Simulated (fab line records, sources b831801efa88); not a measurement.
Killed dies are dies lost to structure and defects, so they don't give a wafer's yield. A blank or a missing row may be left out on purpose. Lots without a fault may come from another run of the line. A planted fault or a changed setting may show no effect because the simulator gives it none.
fab line records | flow sky130 | part 1 of 2: steps 1 to 21 of 30
record lots=5 wafers=15 last_day=50
route steps=708 shown METAL4@630 VIA4@639
lots that met no fault: from a run of the same line without faults
start_h: hours from the record's first day to the start of the lot's first wafer shown | wait_h: hours since the lot's step before | " the same as in the row above | L1.1+2: a row that stands for several wafers | - no value, or no start given | * or withheld: withheld | < > ~ a bound
route shown NAME@n: a module of which the file shows steps, and the number in the route of the first | usual: mean/standard deviation of fault-free wafers | same: alike in all rows | chamber/n: place in a boat | sites: the reading at each site | _std_site: their standard deviation | _edge_site: outer sites' mean less inner sites' | radius_mm: how far each site lies from the wafer's centre | mask NAME#n: copy n | behind: the tool/chamber that last shaped the wafer | hold: why the lot was held/for how many hours/how that ended | device: the transistor (n, p or np) that didn't switch | end of line: the same wafers' tests at the end of the route | a step without rows: its recipe alone | killed: dies lost to structure and defects at the first sort, not the wafer's yield | map: a wafer's dies, x killed, . not, _ none there
set.NAME: the setting as run; set.NAME@STEP: as run at that earlier step | model.NAME: the simulator's own value behind a step, which no gauge read
lots at some steps of the route; a table a step, a row a wafer
services: from which hour (start_h, from the record's first day; less than 0 if before it) a tool's chamber was out of use, for how many hours, and why
## steps
# step SKY_METAL4_OVL_MEAS_14
# usual METAL4_OVL=5/5.1
# columns lot.wafer tool chamber start_h wait_h METAL4_OVL[nm]
L074.4 overlay-02 - 989.28 0.1 -2
L074.5 " - " " -2
L074.6 " - " " -1
L081.1 overlay-01 - 1027.90 0.1 10
L081.5 " - " " 6
L081.6 " - " " 2
L083.1 overlay-02 - 1039.70 0.1 3
L083.2 " - " " -1
L083.3 " - " " 4
L095.1 overlay-02 - 1111.68 0.1 10
L095.2 " - " " 6
L095.6 " - " " 11
L097.1 overlay-01 - 1120.50 0.1 5
L097.3 " - " " 12
L097.5 " - " " 1
# step SKY_METAL4_DESCUM_15
# recipe chemistry=O2 source_power_w=150 bias_power_w=0 pressure_mtorr=10 temp_c=40 time_s=8
# usual chamber_pressure_mTorr=10.000/0.0084 drypump_motor_current_A=5.7/0.47 he_backside_leak_sccm=3.23/0.27 oes_product_au=0.999/0.0097
# columns lot.wafer tool chamber start_h wait_h chamber_pressure_mTorr drypump_motor_current_A he_backside_leak_sccm oes_product_au rf_hours_counter_h
L074.4 rie_metal-03 0 989.31 0.0 10.010 5.3 3.24 0.996 -
L074.5 " 1 " " 9.981 5.8 3.03 0.977 -
L074.6 " 0 " " 9.992 5.3 3.26 0.991 -
L081.1 rie_metal-02 1 1027.93 0.0 9.996 6.4 3.31 1.015 7
L081.5 " 1 " " 10.000 6.4 3.33 1.003 -
L081.6 " 0 " " 10.007 6.0 2.94 1.003 -
L083.1 rie_metal-03 0 1039.73 0.0 9.994 5.3 3.05 1.002 13
L083.2 " 1 " " 10.004 5.8 3.16 0.990 6
L083.3 " 0 " " 9.992 5.3 3.00 1.001 -
L095.1 rie_metal-01 0 1111.71 0.0 9.992 4.9 3.09 1.008 24
L095.2 " 1 " " 9.986 5.8 3.35 0.993 22
L095.6 " 0 " " 10.002 4.9 3.04 1.011 -
L097.1 rie_metal-03 0 1120.53 0.0 10.003 5.3 3.19 0.988 19
L097.3 " 0 " " 9.992 5.3 3.20 0.996 -
L097.5 " 1 " " 9.998 5.8 3.15 0.987 -
# step SKY_METAL4_ETCH_16
# recipe chemistry=N2/H2 target=BARC ion_energy_ev=200 bias_w=100 pressure_mtorr=30 n2_flow_sccm=100 h2_flow_sccm=200 icp_w=500 stop_on=SiO2 time_s=88.2 target_depth_a=600
# usual chamber_pressure_mTorr=30.00/0.031 drypump_motor_current_A=5.7/0.47 h2_flow_sccm=200.1/0.6 he_backside_leak_sccm=3.24/0.27 oes_product_au=0.626/0.0049 throttle_valve_pct=13.205/0.0091
# columns lot.wafer tool chamber start_h wait_h chamber_pressure_mTorr drypump_motor_current_A h2_flow_sccm he_backside_leak_sccm oes_product_au rf_hours_counter_h throttle_valve_pct
L074.4 rie_metal-03 0 989.36 0.0 30.02 5.3 200.3 3.24 0.631 - 13.204
L074.5 " 1 " " 29.94 5.8 199.7 3.07 0.634 - 13.203
L074.6 " 0 " " 30.02 5.3 200.4 3.23 0.626 - 13.210
L081.1 rie_metal-02 1 1027.96 0.0 30.02 6.3 200.1 3.39 0.625 7 13.192
L081.5 " 1 " " 29.97 6.3 200.1 3.32 0.609 - 13.222
L081.6 " 0 " " 29.99 6.0 199.9 2.87 0.619 - 13.216
L083.1 rie_metal-03 0 1039.78 0.0 30.00 5.3 200.1 3.18 0.633 13 13.189
L083.2 " 1 " " 29.99 5.8 200.2 3.03 0.627 6 13.210
L083.3 " 0 " " 29.98 5.3 200.8 3.33 0.638 - 13.215
L095.1 rie_metal-01 0 1111.74 0.0 29.95 4.9 200.1 3.26 0.620 24 13.203
L095.2 " 1 " " 30.00 5.7 200.4 3.46 0.620 22 13.211
L095.6 " 0 " " 30.02 4.8 199.9 3.08 0.612 - 13.203
L097.1 rie_metal-03 0 1120.57 0.0 30.04 5.3 200.8 3.23 0.629 19 13.200
L097.3 " 0 " " 29.97 5.3 200.2 3.26 0.622 - 13.208
L097.5 " 1 " " 30.01 5.8 199.8 3.22 0.636 - 13.206
# step SKY_METAL4_ETCH_17
# recipe target=SiO2 stop_on=TiN chemistry=C4F8/O2/Ar source_w=1500 bias_w=1200 pressure_mtorr=40 c4f8_flow_sccm=withheld O2_flow_sccm=6 Ar_flow_sccm=300 time_s=3.9 target_depth_a=150
# usual chamber_pressure_mTorr=40.00/0.037 oes_product_au=0.758/0.0071
# columns lot.wafer tool chamber start_h wait_h chamber_pressure_mTorr oes_product_au rf_hours_counter_h
L074.4 rie_diel-02 3 989.44 0.0 40.07 0.761 -
L074.5 " 0 " " 39.97 0.767 -
L074.6 " 2 " " 39.97 0.771 -
L081.1 rie_diel-01 1 1028.06 0.1 40.00 0.761 25
L081.5 " 0 " " 40.08 0.763 -
L081.6 " 3 " " 40.00 0.760 -
L083.1 rie_diel-01 0 1039.91 0.1 40.00 0.760 2
L083.2 " 1 " " 40.03 0.758 25
L083.3 " 2 " " 40.00 0.759 29
L095.1 rie_diel-01 0 1111.84 0.1 40.01 0.755 4
L095.2 " 2 " " 39.99 0.760 0
L095.6 " 2 " " 39.98 0.751 -
L097.1 rie_diel-04 3 1120.66 0.1 40.01 0.748 22
L097.3 " 2 " " 40.02 0.751 29
L097.5 " 3 " " 39.98 0.762 -
# step SKY_METAL4_METAL_ETCH_18
# recipe target_depth_a=8450 stop_on=SiO2 over_etch_frac=0.3 time_s=183.1 chemistry=Cl2/BCl3 resist_sidewall_deg=88 pressure_mtorr=10 icp_w=900 bias_w=48.5 Cl2_flow_sccm=60 bcl3_flow_sccm=30
# usual chamber_pressure_mTorr=10.000/0.0096 drypump_motor_current_A=5.6/0.46 he_backside_leak_sccm=3.24/0.27 oes_product_au=0.867/0.0069 throttle_valve_pct=22.265/0.0094
# columns lot.wafer tool chamber start_h wait_h chamber_pressure_mTorr drypump_motor_current_A he_backside_leak_sccm oes_product_au rf_hours_counter_h throttle_valve_pct
L074.4 rie_metal-01 0 989.50 0.1 10.018 4.9 3.06 0.870 - 22.272
L074.5 " 0 " " 10.008 4.9 3.09 0.869 - 22.278
L074.6 " 1 " " 9.995 5.7 3.64 0.867 - 22.261
L081.1 rie_metal-03 1 1028.08 0.0 10.008 5.8 3.09 0.867 5 22.272
L081.5 " 1 " " 9.991 5.8 3.13 0.859 - 22.257
L081.6 " 0 " " 10.000 5.3 3.04 0.864 - 22.262
L083.1 rie_metal-02 1 1039.93 0.0 10.001 6.3 3.54 0.862 8 22.262
L083.2 " 0 " " 10.029 6.0 3.08 0.866 6 22.261
L083.3 " 1 " " 10.002 6.4 3.37 0.871 - 22.260
L095.1 rie_metal-03 0 1111.86 0.0 10.014 5.3 3.12 0.874 18 22.258
L095.2 " 1 " " 9.988 5.8 3.03 0.863 11 22.272
L095.6 " 0 " " 10.011 5.3 3.07 0.870 - 22.269
L097.1 rie_metal-02 1 1120.68 0.0 9.992 6.3 3.52 0.881 14 22.252
L097.3 " 0 " " 10.008 6.0 3.06 0.864 - 22.275
L097.5 " 0 " " 10.003 6.0 3.07 0.873 - 22.262
# step SKY_METAL4_STRIP_19
# recipe chemistry=O2/N2 power_w=1400 pressure_mtorr=1500 platen_temp_c=withheld o2_flow_sccm=3000 n2_flow_sccm=300 overash_fraction=0.5
# usual chamber_pressure_mTorr=1499.8/1.3 drypump_motor_current_A=5.62/0.27 oes_product_au=0.502/0.0059 strip_time_to_endpoint_s=6.55/0.079
# columns lot.wafer tool chamber start_h wait_h chamber_pressure_mTorr drypump_motor_current_A oes_product_au rf_hours_counter_h strip_time_to_endpoint_s
L074.4 plasma_asher-04 1 989.66 0.1 1498.5 5.86 0.494 - 6.37
L074.5 " 1 " " 1498.8 5.84 0.501 - 6.40
L074.6 " 0 " " 1499.3 5.69 0.497 - 6.49
L081.1 plasma_asher-02 1 1028.26 0.1 1500.5 5.36 0.510 29 6.65
L081.5 " 0 " " 1500.1 6.07 0.507 - 6.61
L081.6 " 1 " " 1500.7 5.36 0.507 - 6.42
L083.1 plasma_asher-02 0 1040.16 0.2 1500.9 6.02 0.500 31 6.45
L083.2 " 1 " " 1498.5 5.34 0.501 31 6.59
L083.3 " 0 " " 1498.4 6.03 0.493 - 6.45
L095.1 plasma_asher-03 0 1112.04 0.1 1500.9 5.42 0.508 5 6.55
L095.2 " 1 " " 1502.6 5.23 0.503 5 6.64
L095.6 " 1 " " 1499.5 5.22 0.499 - 6.55
L097.1 plasma_asher-03 0 1120.92 0.2 1499.9 5.35 0.506 6 6.54
L097.3 " 0 " " 1499.3 5.40 0.501 - 6.53
L097.5 " 1 " " 1498.1 5.20 0.510 - 6.54
# step SKY_METAL4_STRIP_20
# recipe chemistry=post_etch_residue_remover time_s=1200 temp_c=72.5
# usual bath_heat_duty_pct=14.2/1.6
# columns lot.wafer tool chamber start_h wait_h bath_heat_duty_pct
L074.4 wet_bench-04 3 989.72 0.0 14.4
L074.5 " 3 " " 14.2
L074.6 " 3 " " 15.4
L081.1 wet_bench-01 1 1028.36 0.1 13.5
L081.5 " 1 " " 12.8
L081.6 " 1 " " 13.2
L083.1 wet_bench-03 3 1040.26 0.1 13.6
L083.2 " 3 " " 15.0
L083.3 " 3 " " 13.6
L095.1 wet_bench-03 2 1112.14 0.1 11.6
L095.2 " 2 " " 11.6
L095.6 " 2 " " 12.6
L097.1 wet_bench-04 1 1121.02 0.1 14.3
L097.3 " 1 " " 15.0
L097.5 " 1 " " 14.4
# step SKY_METAL4_CLEAN_21
# recipe chemistry=IPA time_s=180 temp_c=25
# usual bath_heat_duty_pct=6.4/0.73
# columns lot.wafer tool chamber start_h wait_h bath_heat_duty_pct
L074.4 wet_bench-01 0 990.06 0.0 6.9
L074.5 " 0 " " 6.3
L074.6 " 0 " " 6.6
L081.1 wet_bench-03 1 1028.70 0.0 6.9
L081.5 " 1 " " 7.0
L081.6 " 1 " " 6.5
L083.1 wet_bench-04 3 1040.64 0.0 6.3
L083.2 " 3 " " 5.4
L083.3 " 3 " " 6.8
L095.1 wet_bench-04 3 1112.51 0.0 6.6
L095.2 " 3 " " 6.4
L095.6 " 3 " " 6.2
L097.1 wet_bench-04 0 1121.36 0.0 7.0
L097.3 " 0 " " 5.9
L097.5 " 0 " " 7.1
# step SKY_METAL4_CLEAN_22
# recipe chemistry=O3/DIW dry=n2_spin
# columns lot.wafer tool chamber start_h wait_h
L074.4+5+6 wet_bench-03 3 990.12 0.0
L081.1+5+6 wet_bench-01 2 1028.76 0.0
L083.1+2+3 wet_bench-03 3 1040.69 0.0
L095.1+2+6 wet_bench-03 0 1112.57 0.0
L097.1+3+5 wet_bench-04 3 1121.42 0.0
# step SKY_VIA4_HDPCVD_00
# recipe material=SiO2 target_thk_nm=1750 sigma_open_frac=0.3 time_s=291.7 temp_c=400 sih4_flow_sccm=60 pressure_mtorr=6
# columns lot.wafer tool chamber start_h wait_h
L074.4+5+6 hdpcvd-01 0,2,1 990.30 0.1
L081.1+5+6 hdpcvd-02 0,2,0 1028.86 0.0
L083.1+2+3 hdpcvd-02 1,0,2 1040.79 0.0
L095.1+2+6 hdpcvd-01 2,0,0 1112.75 0.1
L097.1+3+5 hdpcvd-01 0,1,0 1121.51 0.0
# step SKY_VIA4_THK_MEAS_01
# recipe reads=SiO2_of_VIA4_HDPCVD_00
# usual VIA4_HDPCVD_THK=1757/15
# columns lot.wafer tool chamber start_h wait_h VIA4_HDPCVD_THK[nm]
L074.4 film_metro-01 - 990.42 0.0 1737
L074.5 " - " " 1744
L074.6 " - " " 1756
L081.1 film_metro-03 - 1029.04 0.1 1758
L081.5 " - " " 1767
L081.6 " - " " 1748
L083.1 film_metro-02 - 1040.97 0.1 1776
L083.2 " - " " 1780
L083.3 " - " " 1754
L095.1 film_metro-01 - 1112.93 0.1 1761
L095.2 " - " " 1741
L095.6 " - " " 1746
L097.1 film_metro-02 - 1121.69 0.1 1744
L097.3 " - " " 1764
L097.5 " - " " 1764
# step SKY_VIA4_CMP_02
# recipe material=SiO2 down_force_psi=4 platen_rpm=60 pad_velocity_m_s=0.94248
# usual motor_current_A=11.7/1.1 slurry_flow_ml_min=149.9/0.49
# columns lot.wafer tool chamber start_h wait_h motor_current_A slurry_flow_ml_min
L074.4 cmp-02 2 990.50 0.1 11.9 149.9
L074.5 " 1 " " 11.1 150.3
L074.6 " 2 " " 11.9 150.0
L081.1 cmp-01 1 1029.15 0.1 10.3 149.6
L081.5 " 0 " " 13.4 150.1
L081.6 " 1 " " 10.3 149.3
L083.3 cmp-01 2 1041.03 0.0 10.7 149.8
L083.2 " 3 " " 14.2 149.9
L083.1 " 1 " " 10.5 150.0
L095.1 cmp-01 1 1113.35 0.4 10.1 150.7
L095.2 " 2 " " 11.1 149.1
L095.6 " 0 " " 13.2 150.8
L097.3 cmp-02 1 1121.75 0.0 10.9 150.2
L097.1 " 0 " " 11.1 150.6
L097.5 " 1 " " 12.3 150.0
# step SKY_VIA4_BOW_MEAS_03
# recipe mode=bow
# usual VIA4_BOW=80/8.9
# columns lot.wafer tool chamber start_h wait_h VIA4_BOW[um]
L074.4 film_metro-01 - 990.81 0.3 68
L074.5 " - " " 71
L074.6 " - " " 74
L081.1 film_metro-02 - 1029.40 0.2 84
L081.5 " - " " 83
L081.6 " - " " 83
L083.1 film_metro-01 - 1041.33 0.1 83
L083.2 " - " " 82
L083.3 " - " " 87
L095.1 film_metro-01 - 1113.60 0.2 86
L095.2 " - " " 90
L095.6 " - " " 93
L097.1 film_metro-02 - 1122.05 0.1 83
L097.3 " - " " 65
L097.5 " - " " 74
# step SKY_VIA4_DEHYDRATE_04
# recipe temp_c=200 time_s=60
# usual chill_plate_temp_C=23.01/0.11
# columns lot.wafer tool chamber start_h wait_h chill_plate_temp_C
L074.4 litho_track-01 0 1001.58 10.7 22.97
L074.5 " 0 " " 22.97
L074.6 " 0 " " 22.93
L081.1 litho_track-02 0 1039.67 10.3 22.86
L081.5 " 0 " " 22.92
L081.6 " 0 " " 22.91
L083.1 litho_track-03 0 1051.69 10.3 23.03
L083.2 " 0 " " 22.97
L083.3 " 0 " " 23.10
L095.1 litho_track-02 0 1122.57 9.0 23.03
L095.2 " 0 " " 23.14
L095.6 " 0 " " 23.07
L097.1 litho_track-03 0 1131.04 9.0 22.96
L097.3 " 0 " " 23.07
L097.5 " 0 " " 23.17
# step SKY_VIA4_HMDS_05
# recipe prime_time_s=60 prime_temp_c=120
# usual chill_plate_temp_C=23.00/0.12
# columns lot.wafer tool chamber start_h wait_h chill_plate_temp_C
L074.4 litho_track-01 0 1001.73 0.1 23.05
L074.5 " 0 " " 23.08
L074.6 " 0 " " 23.12
L081.1 litho_track-02 0 1039.82 0.1 23.18
L081.5 " 0 " " 23.07
L081.6 " 0 " " 23.07
L083.1 litho_track-03 0 1051.84 0.1 23.00
L083.2 " 0 " " 23.08
L083.3 " 0 " " 23.10
L095.1 litho_track-02 0 1122.72 0.1 23.02
L095.2 " 0 " " 23.05
L095.6 " 0 " " 22.99
L097.1 litho_track-03 0 1131.19 0.1 23.10
L097.3 " 0 " " 22.98
L097.5 " 0 " " 22.86
# step SKY_VIA4_COAT_06
# recipe resist=NOVOLAK spin_rpm=3000 resist_thk_nm=1140
# usual chill_plate_temp_C=23.00/0.1 dispense_pressure_kPa=50/3.5
# columns lot.wafer tool chamber start_h wait_h chill_plate_temp_C dispense_pressure_kPa
L074.4 litho_track-01 0 1001.88 0.1 22.91 50
L074.5 " 0 " " 22.88 50
L074.6 " 0 " " 22.94 50
L081.1 litho_track-02 0 1039.97 0.1 22.96 45
L081.5 " 0 " " 23.13 45
L081.6 " 0 " " 22.99 45
L083.1 litho_track-03 0 1051.99 0.1 23.03 53
L083.2 " 0 " " 22.77 53
L083.3 " 0 " " 23.00 53
L095.1 litho_track-02 0 1122.87 0.1 22.84 45
L095.2 " 0 " " 23.03 45
L095.6 " 0 " " 22.87 45
L097.1 litho_track-03 0 1131.34 0.1 23.11 53
L097.3 " 0 " " 23.01 53
L097.5 " 0 " " 22.97 53
# step SKY_VIA4_SOFTBAKE_07
# recipe temp_c=90 time_s=60 resist=NOVOLAK
# usual chill_plate_temp_C=23.01/0.11
# columns lot.wafer tool chamber start_h wait_h chill_plate_temp_C
L074.4 litho_track-01 0 1002.03 0.1 22.91
L074.5 " 0 " " 22.87
L074.6 " 0 " " 23.01
L081.1 litho_track-02 0 1040.12 0.1 22.96
L081.5 " 0 " " 23.06
L081.6 " 0 " " 22.97
L083.1 litho_track-03 0 1052.14 0.1 23.08
L083.2 " 0 " " 23.01
L083.3 " 0 " " 23.12
L095.1 litho_track-02 0 1123.02 0.1 23.17
L095.2 " 0 " " 23.01
L095.6 " 0 " " 23.12
L097.1 litho_track-03 0 1131.49 0.1 23.00
L097.3 " 0 " " 22.91
L097.5 " 0 " " 23.00
# step SKY_VIA4_EXPOSE_08
# recipe mask_id=VIM4 na=0.6 source_shape=conventional sigma_outer=0.6 polarization=unpolarized target_cd_nm=800 dose_mj=132
# usual focus_offset_nm=-0.1/0.49 stage_vel_mm_s=500.06/0.24
# columns lot.wafer tool chamber start_h wait_h mask focus_offset_nm stage_vel_mm_s
L074.4 iline_stepper-01 0 - - VIM4#0 -0.2 500.05
L074.5 " 0 " " VIM4#0 -0.8 499.93
L074.6 " 0 " " VIM4#0 -0.5 499.42
L081.1 iline_stepper-02 0 - - VIM4#0 0.1 499.77
L081.5 " 0 " " VIM4#0 -1.5 500.04
L081.6 " 0 " " VIM4#0 -0.7 500.18
L083.1 iline_stepper-02 0 - - VIM4#0 1.0 499.99
L083.2 " 0 " " VIM4#0 0.2 500.03
L083.3 " 0 " " VIM4#0 1.1 500.07
L095.1 iline_stepper-01 0 - - VIM4#0 0.3 499.75
L095.2 " 0 " " VIM4#0 0.3 500.05
L095.6 " 0 " " VIM4#0 0.6 500.00
L097.1 iline_stepper-02 0 - - VIM4#0 0.3 499.75
L097.3 " 0 " " VIM4#0 0.2 500.28
L097.5 " 0 " " VIM4#0 0.7 500.28
# step SKY_VIA4_PEB_09
# recipe temp_c=withheld time_s=* resist=NOVOLAK
# usual chill_plate_temp_C=*
# columns lot.wafer tool chamber start_h wait_h chill_plate_temp_C
L074.4 litho_track-01 0 - - *
L074.5 " 0 " " *
L074.6 " 0 " " *
L081.1 litho_track-03 0 - - *
L081.5 " 0 " " *
L081.6 " 0 " " *
L083.1 litho_track-01 0 - - *
L083.2 " 0 " " *
L083.3 " 0 " " *
L095.1 litho_track-03 0 - - *
L095.2 " 0 " " *
L095.6 " 0 " " *
L097.1 litho_track-02 0 - - *
L097.3 " 0 " " *
L097.5 " 0 " " *
# step SKY_VIA4_DEVELOP_10
# recipe resist=NOVOLAK developer=TMAH develop_time_s=60 dev_temp_c=23
# usual chill_plate_temp_C=23.01/0.11
# columns lot.wafer tool chamber start_h wait_h chill_plate_temp_C
L074.4 litho_track-01 0 1013.73 0.1 22.90
L074.5 " 0 " " 22.93
L074.6 " 0 " " 22.99
L081.1 litho_track-03 0 1051.19 0.1 23.02
L081.5 " 0 " " 23.22
L081.6 " 0 " " 23.04
L083.1 litho_track-01 0 1062.26 0.1 23.00
L083.2 " 0 " " 23.01
L083.3 " 0 " " 23.24
L095.1 litho_track-03 0 1132.44 0.1 23.11
L095.2 " 0 " " 22.97
L095.6 " 0 " " 23.02
L097.1 litho_track-02 0 1140.87 0.1 23.17
L097.3 " 0 " " 22.99
L097.5 " 0 " " 22.92
# step SKY_VIA4_OVL_MEAS_11
# usual VIA4_OVL=-0.1/1.5
# columns lot.wafer tool chamber start_h wait_h VIA4_OVL[nm]
L074.4 overlay-01 - 1013.82 0.1 -0.7
L074.5 " - " " 1.5
L074.6 " - " " 1.2
L081.1 overlay-01 - 1051.34 0.1 -0.4
L081.5 " - " " -0.8
L081.6 " - " " 0.0
L083.1 overlay-01 - 1062.41 0.1 -0.4
L083.2 " - " " -1.0
L083.3 " - " " -0.3
L095.1 overlay-02 - 1132.59 0.1 0.9
L095.2 " - " " 0.2
L095.6 " - " " -0.6
L097.1 overlay-02 - 1141.02 0.1 -1.8
L097.3 " - " " -2.9
L097.5 " - " " 0.0
